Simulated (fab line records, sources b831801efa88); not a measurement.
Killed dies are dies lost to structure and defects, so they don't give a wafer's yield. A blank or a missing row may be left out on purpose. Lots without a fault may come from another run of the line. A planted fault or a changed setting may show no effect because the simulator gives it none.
A struck lot beside a sound one | flow sfq_line | 41 steps out of a route of 325
Sound: wafers L745.1, L745.2, L745.3. Struck: wafers L739.1, L739.2, L739.4. The cause comes at the end.
At each step with rows: each side's tool, then ch and its chambers, then its first start. Under that, the readings that differ: sound wafers | struck wafers | difference of the means | sigmas: that difference in standard deviations of wafers without a fault.
alike: readings whose means differ by less than 2 such deviations, and words and numbers that are the same on both sides. not compared: withheld readings, readings that some wafer has no value for, bounds like >300 that may hide the same value, and numbers for which the record gives no deviation and whose values overlap.
The two part at a step that has a row with sigmas, a row that says differs or no value, or rows on one side only. Numbers that don't overlap but have no deviation are shown without sigmas and don't part them. A reading that every wafer of one side lacks parts them only if that side has two wafers or more.

SFQ_I2_OVL_MEAS_918:
  sound on overlay-02, day 43 13:37; struck on overlay-01, day 40 15:07
  alike: I2_OVL
SFQ_TRILAYER_I2_VIA_BARC_OPEN_VIA_ETCH_096: etches BARC in O2, target depth 125 nm, time 41.7 s.
  sound on rie_diel-04 ch 0,2,3, day 43 13:38; struck on rie_diel-01 ch 0,1,2, day 40 15:08
  alike: drypump_motor_current_A, oes_product_au
  not compared: rf_hours_counter_h
SFQ_TRILAYER_I2_VIA_ETCH_VIA_ETCH_070: etches SiO2 in CHF3, stops on Nb, target depth 260 nm.
  sound on rie_diel-04 ch 0,2,3, day 43 13:41; struck on rie_diel-01 ch 0,1,2, day 40 15:11
  alike: drypump_motor_current_A, oes_product_au
then, 3 steps without rows for these wafers: SFQ_TRILAYER_I2_VIA_STRIP_STRIP_071 (strips in O2); SFQ_TRILAYER_I2_VIA_STRIP_SOLV_CLEAN_072 (cleans in NMP, time 600 s); SFQ_TRILAYER_M3_DEP_PRE_CLEAN_074 (time 22.5 s).
SFQ_TRILAYER_M3_DEP_SPUTTER_073: material Nb, target thk 200 nm, time 133.3 s.
  sound on pvd_sputter-03, day 43 14:36; struck on pvd_sputter-04, day 40 16:06
  alike: chamber_pressure_pa, throttle_valve_pct
SFQ_M3_RS_MEAS_919: measures by four-point-probe.
  sound on film_metro-01, day 43 14:41; struck on film_metro-01, day 40 16:11
  alike: M3_NB_RS
then, 3 steps without rows for these wafers: SFQ_TRILAYER_M3_LITHO_COAT_080 (resist thk 62 nm); SFQ_TRILAYER_M3_LITHO_COAT_075 (resist thk 600 nm); SFQ_TRILAYER_M3_LITHO_SOFTBAKE_079.
-- the record jumps here: 6 days lie between the struck wafers' starts before and after --
SFQ_TRILAYER_M3_LITHO_EXPOSE_076: exposes mask M3, target cd 500 nm.
  sound on krf_scanner-01 ch 0, day 49 01:22; struck on krf_scanner-01 ch 0, day 46 12:36
  alike: mask, exposure_dose_mJ_cm2
then, 2 steps without rows for these wafers: SFQ_TRILAYER_M3_LITHO_PEB_078 (peb time 60 s); SFQ_TRILAYER_M3_LITHO_DEVELOP_077 (time 60 s).
SFQ_M3_OVL_MEAS_921:
  sound on overlay-02, day 49 02:52; struck on overlay-02, day 46 14:06
  alike: M3_OVL
SFQ_TRILAYER_M3_BARC_OPEN_METAL_ETCH_100: etches BARC in O2, target depth 125 nm, time 41.7 s.
  sound on rie_metal-02 ch 0,1, day 49 02:55; struck on rie_metal-04 ch 0,1, day 46 14:08
  reading                     | sound             | struck            | difference | sigmas
  drypump_motor_current_A (A) | 5.80 5.94 5.94    | 5.35 5.18 5.36    | -0.60      | -2
  model.M3.cd_nm (nm)         | 502.1 499.3 498.8 | 495.8 490.2 485.7 | -9.5       |
  alike: oes_product_au
  not compared: rf_hours_counter_h
SFQ_TRILAYER_M3_ETCH_METAL_ETCH_078: etches Nb in Cl2/Ar, stops on SiO2, target depth 240 nm, time 120 s.
  sound on rie_metal-02 ch 0,1, day 49 02:58; struck on rie_metal-04 ch 0,1, day 46 14:11
  reading                     | sound             | struck            | difference | sigmas
  drypump_motor_current_A (A) | 5.77 5.98 5.99    | 5.35 5.17 5.36    | -0.62      | -2
  model.M3.cd_nm (nm)         | 502.9 498.4 498.1 | 497.9 490.3 486.1 | -8.4       |
  alike: oes_product_au
  not compared: rf_hours_counter_h
then, 2 steps without rows for these wafers: SFQ_TRILAYER_M3_STRIP_STRIP_079 (strips in O2); SFQ_TRILAYER_M3_STRIP_SOLV_CLEAN_080 (cleans in NMP, time 600 s).
SFQ_TRILAYER_I3_DEP_PECVD_081: deposits SiO2 from SiH4/N2O, time 111.11 s, target thk 500 nm.
  sound on pecvd-04 ch 0,1,2, day 49 03:52; struck on pecvd-04 ch 0,1,2, day 46 15:07
  alike: heater_power_w, throttle_valve_pct
then, 1 step without rows for these wafers: SFQ_TRILAYER_I3_CMP_CMP_082 (polishes SiO2).
SFQ_I3_BOW_MEAS_922:
  sound on film_metro-02, day 50 02:04; struck on film_metro-04, day 46 18:11
  alike: I3_BOW
then, 7 steps without rows for these wafers: SFQ_TRILAYER_I3_METRO_MEASURE_083; SFQ_TRILAYER_I3_VIA_LITHO_COAT_090 (resist thk 62 nm); SFQ_TRILAYER_I3_VIA_LITHO_COAT_085 (resist thk 650 nm); SFQ_TRILAYER_I3_VIA_LITHO_SOFTBAKE_089; SFQ_TRILAYER_I3_VIA_LITHO_EXPOSE_086 (exposes mask I3, target cd 500 nm); SFQ_TRILAYER_I3_VIA_LITHO_PEB_088 (peb time 60 s); SFQ_TRILAYER_I3_VIA_LITHO_DEVELOP_087 (time 60 s).
-- the record jumps here: 4 days lie between the struck wafers' starts before and after --
SFQ_I3_OVL_MEAS_923:
  sound on overlay-01, day 54 12:36; struck on overlay-02, day 51 04:04
  reading     | sound  | struck      | difference | sigmas
  I3_OVL (nm) | 4 10 0 | -13 -12 -23 | -21        | -4
then, 5 steps without rows for these wafers: SFQ_TRILAYER_I3_VIA_BARC_OPEN_VIA_ETCH_121 (etches BARC in O2, target depth 125 nm, time 41.7 s); SFQ_TRILAYER_I3_VIA_ETCH_VIA_ETCH_088 (etches SiO2 in CHF3, stops on Nb, target depth 260 nm); SFQ_TRILAYER_I3_VIA_STRIP_STRIP_089 (strips in O2); SFQ_TRILAYER_I3_VIA_STRIP_SOLV_CLEAN_090 (cleans in NMP, time 600 s); SFQ_TRILAYER_M4_DEP_PRE_CLEAN_092 (time 22.5 s).
SFQ_TRILAYER_M4_DEP_SPUTTER_091: material Nb, target thk 200 nm, time 133.3 s.
  sound on pvd_sputter-05, day 54 13:35; struck on pvd_sputter-03, day 51 05:04
  alike: chamber_pressure_pa, throttle_valve_pct
SFQ_M4_RS_MEAS_924: measures by four-point-probe.
  sound on film_metro-01, day 54 13:41; struck on film_metro-02, day 51 05:10
  alike: M4_NB_RS
then, 3 steps without rows for these wafers: SFQ_TRILAYER_M4_LITHO_COAT_098 (resist thk 62 nm); SFQ_TRILAYER_M4_LITHO_COAT_093 (resist thk 600 nm); SFQ_TRILAYER_M4_LITHO_SOFTBAKE_097.
-- the record jumps here: 34 days lie between the struck wafers' starts before and after --
SFQ_M8_BOW_MEAS_951:
  sound on film_metro-04, day 86 01:25; struck on film_metro-03, day 85 01:24
  reading               | sound             | struck            | difference | sigmas
  model.etest.m3.ohm_um | 1.745 1.764 1.767 | 1.787 1.808 1.828 | +0.049     |
  alike: M8_BOW

WHERE THEY PART
First at SFQ_TRILAYER_M3_BARC_OPEN_METAL_ETCH_100; last, within this record, at SFQ_I3_OVL_MEAS_923. Later steps at which nothing parts them and some readings are alike: SFQ_TRILAYER_M4_DEP_SPUTTER_091, SFQ_M4_RS_MEAS_924, SFQ_M8_BOW_MEAS_951.

WHY: what the simulator had put in
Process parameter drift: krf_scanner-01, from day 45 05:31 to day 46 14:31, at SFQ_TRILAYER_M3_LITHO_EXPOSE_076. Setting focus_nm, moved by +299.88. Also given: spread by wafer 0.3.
